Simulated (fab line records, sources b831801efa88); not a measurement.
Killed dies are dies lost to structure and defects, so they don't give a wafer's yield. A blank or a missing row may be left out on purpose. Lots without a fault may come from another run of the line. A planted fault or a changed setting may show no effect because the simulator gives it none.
fab line records | flow sky130
record lots=6 wafers=18 last_day=50
route steps=708 shown NWELL@76 PWDE@84 VT_ADJUST_HVTP@85 PAD_OPEN@708
lots that met no fault: from a run of the same line without faults
start_h: hours from the record's first day to the start of the lot's first wafer shown | wait_h: hours since the lot's step before | " the same as in the row above | L1.1+2: a row that stands for several wafers | - no value, or no start given | * or withheld: withheld | < > ~ a bound
route shown NAME@n: a module of which the file shows steps, and the number in the route of the first | usual: mean/standard deviation of fault-free wafers | same: alike in all rows | chamber/n: place in a boat | sites: the reading at each site | _std_site: their standard deviation | _edge_site: outer sites' mean less inner sites' | radius_mm: how far each site lies from the wafer's centre | mask NAME#n: copy n | behind: the tool/chamber that last shaped the wafer | hold: why the lot was held/for how many hours/how that ended | device: the transistor (n, p or np) that didn't switch | end of line: the same wafers' tests at the end of the route | a step without rows: its recipe alone | killed: dies lost to structure and defects at the first sort, not the wafer's yield | map: a wafer's dies, x killed, . not, _ none there
set.NAME: the setting as run; set.NAME@STEP: as run at that earlier step | model.NAME: the simulator's own value behind a step, which no gauge read
lots at some steps of the route; a table a step, a row a wafer
services: from which hour (start_h, from the record's first day; less than 0 if before it) a tool's chamber was out of use, for how many hours, and why
## steps
# step SKY_NWELL_OVL_MEAS_23
# usual NWELL_01_OVL=-0.2/1.1
# columns lot.wafer tool chamber start_h wait_h NWELL_01_OVL[nm]
L181.1 overlay-02 - 109.68 - -0.9
L181.2 " - " " -0.5
L181.6 " - " " -1.8
L185.1 overlay-02 - 134.01 - -0.3
L185.3 " - " " -0.1
L185.4 " - " " 1.5
L193.1 overlay-02 - 187.96 - 1.3
L193.3 " - " " 0.8
L193.5 " - " " 0.6
L195.1 overlay-01 - 195.46 - -2.2
L195.4 " - " " -2.9
L195.6 " - " " -1.1
L200.3 overlay-02 - 226.55 - -1.6
L200.5 " - " " 0.6
L200.6 " - " " -1.5
L203.1 overlay-01 - 241.76 - -0.1
L203.3 " - " " 0.7
L203.6 " - " " 1.6
# step SKY_NWELL_IMPLANT_24
# recipe species=B energy_kev=140 dose_cm2=9.2e+12 tilt_deg=withheld
# step SKY_NWELL_STRIP_25
# recipe chemistry=O2/N2 power_w=1400 pressure_mtorr=1500 platen_temp_c=withheld o2_flow_sccm=3000 n2_flow_sccm=300 overash_fraction=0.5
# usual chamber_pressure_mTorr=1500.1/1.3 drypump_motor_current_A=5.6/0.58 oes_product_au=0.722/0.0045 strip_time_to_endpoint_s=36.96/0.098
# columns lot.wafer tool chamber start_h wait_h chamber_pressure_mTorr drypump_motor_current_A oes_product_au rf_hours_counter_h strip_time_to_endpoint_s
L181.1 plasma_asher-02 0 109.87 0.1 1500.8 5.8 0.731 28 37.10
L181.2 " 1 " " 1500.0 6.5 0.727 28 36.95
L181.6 " 1 " " 1499.8 6.5 0.725 - 37.01
L185.1 plasma_asher-01 0 134.20 0.1 1502.0 4.9 0.718 45 37.03
L185.3 " 0 " " 1501.3 4.8 0.719 - 37.00
L185.4 " 1 " " 1501.7 5.2 0.725 - 36.93
L193.1 plasma_asher-03 1 188.15 0.1 1501.6 5.3 0.721 6 37.03
L193.3 " 1 " " 1500.0 5.3 0.725 - 36.99
L193.5 " 1 " " 1498.3 5.3 0.719 - 37.03
L195.1 plasma_asher-02 1 195.65 0.1 1497.5 6.5 0.718 35 36.82
L195.4 " 0 " " 1500.7 5.8 0.713 - 36.88
L195.6 " 0 " " 1499.2 5.8 0.716 - 36.95
L200.3 plasma_asher-02 1 226.75 0.1 1499.9 6.5 0.717 - 36.84
L200.5 " 1 " " 1498.8 6.5 0.720 - 36.79
L200.6 " 0 " " 1500.6 5.8 0.717 - 36.83
L203.1 plasma_asher-02 1 241.95 0.1 1501.5 6.5 0.715 40 37.16
L203.3 " 0 " " 1501.6 5.8 0.721 - 37.19
L203.6 " 1 " " 1500.5 6.4 0.728 - 37.13
# step SKY_NWELL_TW_MEAS_26
# usual NWELL_2_TW=498/5
# columns lot.wafer tool chamber start_h wait_h NWELL_2_TW
L181.1 film_metro-04 - 109.97 0.1 505
L181.2 " - " " 501
L181.6 " - " " 505
L185.1 film_metro-01 - 134.30 0.1 497
L185.3 " - " " 498
L185.4 " - " " 498
L193.1 film_metro-04 - 188.25 0.1 499
L193.3 " - " " 499
L193.5 " - " " 502
L195.1 film_metro-03 - 195.75 0.1 493
L195.4 " - " " 492
L195.6 " - " " 494
L200.3 film_metro-03 - 226.84 0.1 498
L200.5 " - " " 497
L200.6 " - " " 494
L203.1 film_metro-04 - 242.05 0.1 504
L203.3 " - " " 504
L203.6 " - " " 507
# step SKY_NWELL_CLEAN_27
# recipe chemistry=SC1/SC2 mix=1:4:20 temp_c=70 time_s=150 dry=n2_spin
# step SKY_NWELL_RTA_28
# recipe temp_c=1050 time_s=30 idle_temp_c=650 ramp_up_c_per_s=150 ramp_down_c_per_s=90 ambient=N2
# usual lamp_power_pct=25.30/0.055 wafer_temp_C_max=1054.9/1
# columns lot.wafer tool chamber start_h wait_h lamp_power_pct wafer_temp_C_max
L181.1 rtp_anneal-02 0 110.09 0.0 25.33 1054.5
L181.2 " 0 " " 25.28 1054.7
L181.6 " 0 " " 25.29 1055.0
L185.1 rtp_anneal-02 0 134.41 0.0 25.25 1055.4
L185.3 " 0 " " 25.35 1056.2
L185.4 " 0 " " 25.26 1056.6
L193.1 rtp_anneal-02 0 188.36 0.0 25.28 1054.0
L193.3 " 0 " " 25.32 1054.9
L193.5 " 0 " " 25.29 1054.8
L195.1 rtp_anneal-02 0 195.86 0.0 25.38 1053.2
L195.4 " 0 " " 25.30 1054.2
L195.6 " 0 " " 25.35 1057.9
L200.3 rtp_anneal-01 0 226.97 0.0 25.26 1053.7
L200.5 " 0 " " 25.24 1054.4
L200.6 " 0 " " 25.30 1053.9
L203.1 rtp_anneal-01 0 242.17 0.0 25.24 1054.7
L203.3 " 0 " " 25.29 1054.9
L203.6 " 0 " " 25.39 1055.9
# step SKY_NWELL_RS_MEAS_29
# recipe thk_meas_gauge=four-point-probe
# usual NWELL_RS=624.6/1.6
# columns lot.wafer tool chamber start_h wait_h NWELL_RS[ohm/sq]
L181.1 film_metro-01 - 110.19 0.1 625.5
L181.2 " - " " 624.3
L181.6 " - " " 625.6
L185.1 film_metro-04 - 134.51 0.1 624.8
L185.3 " - " " 623.5
L185.4 " - " " 623.7
L193.1 film_metro-04 - 188.46 0.1 623.7
L193.3 " - " " 624.0
L193.5 " - " " 625.2
L195.1 film_metro-01 - 195.96 0.1 624.2
L195.4 " - " " 623.3
L195.6 " - " " 621.5
L200.3 film_metro-01 - 227.08 0.1 624.8
L200.5 " - " " 621.0
L200.6 " - " " 624.8
L203.1 film_metro-01 - 242.27 0.1 622.7
L203.3 " - " " 625.3
L203.6 " - " " 622.7
# step SKY_NWELL_RS_MEAS_31
# recipe thk_meas_gauge=four-point-probe
# usual PWDE_RS=5274/18
# columns lot.wafer tool chamber start_h wait_h PWDE_RS[ohm/sq]
L181.1 film_metro-01 - 110.43 0.1 5251
L181.2 " - " " 5257
L181.6 " - " " 5246
L185.1 film_metro-04 - 134.75 0.1 5280
L185.3 " - " " 5297
L185.4 " - " " 5287
L193.1 film_metro-04 - 188.70 0.1 5274
L193.3 " - " " 5265
L193.5 " - " " 5290
L195.1 film_metro-01 - 196.20 0.1 5258
L195.4 " - " " 5246
L195.6 " - " " 5263
L200.3 film_metro-01 - 227.32 0.1 5271
L200.5 " - " " 5274
L200.6 " - " " 5258
L203.1 film_metro-01 - 242.51 0.1 5258
L203.3 " - " " 5264
L203.6 " - " " 5253
# step SKY_VT_ADJUST_HVTP_DEHYDRATE_00
# recipe temp_c=200 time_s=60
# step SKY_VT_ADJUST_HVTP_HMDS_01
# recipe prime_time_s=60 prime_temp_c=120
# step SKY_VT_ADJUST_HVTP_COAT_02
# recipe resist=NOVOLAK spin_rpm=3000 resist_thk_nm=1140
# step SKY_VT_ADJUST_HVTP_SOFTBAKE_03
# recipe temp_c=90 time_s=60 resist=NOVOLAK
# usual heater_power_total_W=56.60/0.046 resist_line_temp_C=23.01/0.11 run_length_s=89.16/0.13
# columns lot.wafer tool chamber start_h wait_h heater_power_total_W resist_line_temp_C run_length_s
L181.1 litho_track-03 0 118.72 0.1 56.65 23.05 89.07
L181.2 " 0 " " 56.66 22.99 88.96
L181.6 " 0 " " 56.67 23.09 88.97
L185.1 litho_track-04 0 144.13 0.1 56.65 23.00 89.27
L185.3 " 0 " " 56.60 23.03 89.13
L185.4 " 0 " " 56.57 23.20 89.13
L193.1 litho_track-04 0 199.83 0.1 58.90 23.01 82.27
L193.3 " 0 " " 58.94 23.03 82.61
L193.5 " 0 " " 58.95 23.12 82.29
L195.1 litho_track-04 0 206.33 0.1 58.88 23.22 82.19
L195.4 " 0 " " 58.93 23.29 82.25
L195.6 " 0 " " 58.89 23.18 82.27
L200.3 litho_track-02 0 238.81 0.1 56.60 22.93 89.06
L200.5 " 0 " " 56.56 22.98 89.18
L200.6 " 0 " " 56.48 22.86 89.02
L203.1 litho_track-03 0 253.67 0.1 56.71 23.21 88.94
L203.3 " 0 " " 56.63 22.95 88.99
L203.6 " 0 " " 56.54 22.98 88.96
# step SKY_VT_ADJUST_HVTP_EXPOSE_04
# recipe mask_id=HVTPM na=0.6 source_shape=conventional sigma_outer=0.6 polarization=unpolarized target_cd_nm=380 dose_mj=140
# step SKY_PAD_OPEN_PROBE_99
# usual killed_at_M0_to_M3=44/7.4 killed_at_M4_up=3.1/1.8 killed_at_contacts=24/5.6 killed_at_front_end=15/4.9 killed_at_other=0.4/0.59 killed_dies=87/9.8 killed_open=47/7.2 killed_short=39/6.8
# same gross_dies=492 killed_at_back_side=0
# columns lot.wafer tool chamber start_h wait_h killed_at_M0_to_M3 killed_at_M4_up killed_at_contacts killed_at_front_end killed_at_other killed_dies killed_open killed_short
L181.1 prober-02 - 1097.30 0.1 42 4 16 16 1 79 35 44
L181.2 prober-02 - 1097.35 0.1 47 0 15 10 0 72 37 33
L181.6 prober-02 - 1097.55 0.2 51 3 24 11 0 89 49 39
L185.1 prober-02 - 1109.09 0.1 37 8 22 28 0 95 49 45
L185.3 prober-02 - 1109.19 0.2 55 2 22 22 1 102 45 55
L185.4 prober-02 - 1109.24 0.2 46 2 24 16 2 90 52 36
L193.1 prober-02 - 1154.48 0.1 60 2 22 13 1 98 55 43
L193.3 prober-02 - 1154.58 0.2 49 3 24 21 2 99 52 47
L193.5 prober-02 - 1154.68 0.2 38 2 28 15 1 84 47 36
L195.1 prober-02 - 1163.31 0.1 57 1 22 20 0 100 58 42
L195.4 prober-02 - 1163.46 0.2 43 1 20 27 0 91 56 35
L195.6 prober-02 - 1163.56 0.2 42 4 15 12 0 73 34 39
L200.3 prober-01 - 1184.79 0.2 32 3 34 9 1 79 45 34
L200.5 prober-01 - 1184.89 0.2 43 5 21 7 0 76 45 31
L200.6 prober-01 - 1184.94 0.2 57 1 36 9 0 103 52 51
L203.1 prober-01 - 1199.29 0.1 61 2 14 17 0 94 44 50
L203.3 prober-01 - 1199.39 0.2 39 1 26 10 1 77 41 36
L203.6 prober-01 - 1199.54 0.2 44 2 28 11 0 85 58 27
# killed by level:class
L181.1 METAL1:geometric_particle:short=11 METAL2:geometric_particle:short=7 CONTACT:geometric_particle:open=6 VIA1:geometric_particle:short=6 VIA2:geometric_particle:open=5 LI_CONTACT:geometric_particle:open=5 VIA3:geometric_particle:open=5 POLY_GATE:geometric_particle:short=4
L181.2 VIA3:geometric_particle:open=10 VIA1:geometric_particle:open=9 METAL1:geometric_particle:short=6 METAL2:geometric_particle:short=6 LI_CONTACT:geometric_particle:open=5 METAL3:geometric_particle:short=5 CONTACT:geometric_particle:short=3 CONTACT:geometric_particle:open=3
L181.6 VIA1:geometric_particle:open=17 METAL1:geometric_particle:short=10 LI_CONTACT:geometric_particle:open=9 METAL2:geometric_particle:short=6 FIELD_ISO:geometric_particle:open=5 VIA1:geometric_particle:short=4 LOCAL_INTERCONNECT:geometric_particle:short=4 CONTACT:geometric_particle:short=4
L185.1 VIA1:geometric_particle:open=16 POLY_GATE:geometric_particle:short=9 CONTACT:geometric_particle:open=6 LI_CONTACT:geometric_particle:short=6 LI_CONTACT:geometric_particle:open=6 METAL4:geometric_particle:short=6 FIELD_ISO:geometric_particle:open=5 VIA2:geometric_particle:open=5
L185.3 METAL2:geometric_particle:short=10 VIA2:geometric_particle:open=10 VIA1:geometric_particle:short=9 CONTACT:geometric_particle:open=8 CONTACT:geometric_particle:short=6 VIA2:geometric_particle:short=5 FIELD_ISO:geometric_particle:short=5 METAL1:geometric_particle:short=5
L185.4 CONTACT:geometric_particle:open=12 VIA1:geometric_particle:open=10 VIA2:geometric_particle:open=9 VIA3:geometric_particle:open=8 METAL1:geometric_particle:short=7 FIELD_ISO:geometric_particle:short=4 LI_CONTACT:geometric_particle:short=4 LI_CONTACT:geometric_particle:open=4
L193.1 VIA1:geometric_particle:open=18 VIA3:geometric_particle:open=9 LI_CONTACT:geometric_particle:open=7 VIA1:geometric_particle:short=7 METAL2:geometric_particle:short=7 VIA2:geometric_particle:open=6 LOCAL_INTERCONNECT:geometric_particle:short=5 CONTACT:geometric_particle:open=5
L193.3 VIA1:geometric_particle:open=13 LI_CONTACT:geometric_particle:open=10 VIA3:geometric_particle:open=7 POLY_GATE:geometric_particle:open=6 METAL2:geometric_particle:short=6 METAL1:geometric_particle:short=5 METAL3:geometric_particle:short=5 FIELD_ISO:geometric_particle:short=4
L193.5 VIA1:geometric_particle:open=13 LI_CONTACT:geometric_particle:open=8 LOCAL_INTERCONNECT:geometric_particle:short=6 CONTACT:geometric_particle:open=6 METAL1:geometric_particle:short=5 VIA2:geometric_particle:open=5 FIELD_ISO:geometric_particle:open=4 POLY_GATE:geometric_particle:short=4
L195.1 VIA1:geometric_particle:open=11 VIA3:geometric_particle:open=11 CONTACT:geometric_particle:open=10 POLY_GATE:geometric_particle:open=6 METAL1:geometric_particle:short=6 LI_CONTACT:geometric_particle:open=5 CONTACT:geometric_particle:short=5 METAL2:geometric_particle:short=5
L195.4 VIA1:geometric_particle:open=13 LI_CONTACT:geometric_particle:open=9 FIELD_ISO:geometric_particle:open=8 CONTACT:geometric_particle:open=7 METAL2:geometric_particle:short=7 POLY_GATE:geometric_particle:open=6 VIA2:geometric_particle:open=6 METAL3:geometric_particle:short=4
L195.6 VIA3:geometric_particle:open=7 VIA1:geometric_particle:short=7 VIA1:geometric_particle:open=6 METAL2:geometric_particle:short=6 POLY_GATE:geometric_particle:short=5 LI_CONTACT:geometric_particle:open=5 CONTACT:geometric_particle:short=5 CONTACT:geometric_particle:open=5
L200.3 CONTACT:geometric_particle:open=15 VIA1:geometric_particle:open=10 CONTACT:geometric_particle:short=8 LI_CONTACT:geometric_particle:open=5 METAL1:geometric_particle:short=5 LOCAL_INTERCONNECT:geometric_particle:short=4 METAL2:geometric_particle:short=4 VIA2:geometric_particle:open=4
L200.5 VIA1:geometric_particle:open=12 CONTACT:geometric_particle:open=8 METAL3:geometric_particle:short=5 LI_CONTACT:geometric_particle:open=4 LOCAL_INTERCONNECT:geometric_particle:short=4 METAL1:geometric_particle:short=4 METAL2:geometric_particle:short=4 VIA2:geometric_particle:open=4
L200.6 METAL1:geometric_particle:short=13 CONTACT:geometric_particle:open=9 CONTACT:geometric_particle:short=9 LOCAL_INTERCONNECT:geometric_particle:short=8 VIA1:geometric_particle:open=8 VIA1:geometric_particle:short=8 VIA3:geometric_particle:open=8 LI_CONTACT:geometric_particle:open=6
L203.1 VIA1:geometric_particle:open=14 VIA1:geometric_particle:short=12 METAL1:geometric_particle:short=10 VIA3:geometric_particle:open=8 CONTACT:geometric_particle:open=5 VIA2:geometric_particle:open=5 FIELD_ISO:geometric_particle:open=4 FIELD_ISO:geometric_particle:short=4
L203.3 CONTACT:geometric_particle:open=11 VIA1:geometric_particle:open=6 VIA2:geometric_particle:open=6 CONTACT:geometric_particle:short=5 LI_CONTACT:geometric_particle:open=5 VIA1:geometric_particle:short=5 VIA3:geometric_particle:open=4 METAL1:geometric_particle:short=4
L203.6 VIA1:geometric_particle:open=15 CONTACT:geometric_particle:open=11 LI_CONTACT:geometric_particle:open=8 LOCAL_INTERCONNECT:geometric_particle:short=5 METAL2:geometric_particle:short=5 VIA2:geometric_particle:open=5 VIA3:geometric_particle:open=5 CONTACT:geometric_particle:short=4
## services
# columns tool chamber start_h hours kind
plasma_asher-03 - 92.47 28.1 pm
plasma_asher-01 - 95.61 7.7 repair
plasma_asher-03 - 120.57 9.0 pm
plasma_asher-03 0 120.57 9.0 vent_cycle
plasma_asher-03 1 120.57 9.0 vent_cycle
plasma_asher-03 0 129.57 - clean
plasma_asher-03 1 129.57 - clean
plasma_asher-01 - 148.70 0.9 repair
litho_track-04 - 167.26 - consumable_replace:filter
plasma_asher-02 - 180.28 14.6 pm
plasma_asher-01 - 203.24 1.8 repair
## key
first_sign step=SKY_VT_ADJUST_HVTP_SOFTBAKE_03 reading=run_length_s direction=down sigmas=52 usual=* struck=*
effect step=SKY_VT_ADJUST_HVTP_SOFTBAKE_03 reading=heater_power_total_W direction=up sigmas=51 usual=* struck=*
met_at SKY_VT_ADJUST_HVTP_SOFTBAKE_03
struck_wafers L193.1,L193.3,L193.5,L195.1,L195.4,L195.6
tester_left_out L193,L195
onset_between 144.13 199.83
fault kind=process_parameter_drift tool=litho_track-04 chamber=- onset_h=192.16 steps=SKY_VT_ADJUST_HVTP_SOFTBAKE_03 channel=time_s offset=* shape=step end_h=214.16 acts_in=* stated=*
# tester_left_out: of these lots the tester's yield and bins aren't shown, on N5 and GAA mostly nor the transistor test; their killed dies are dies lost to structure and defects alone, not to doping, threshold or leakage, so they don't give the yield
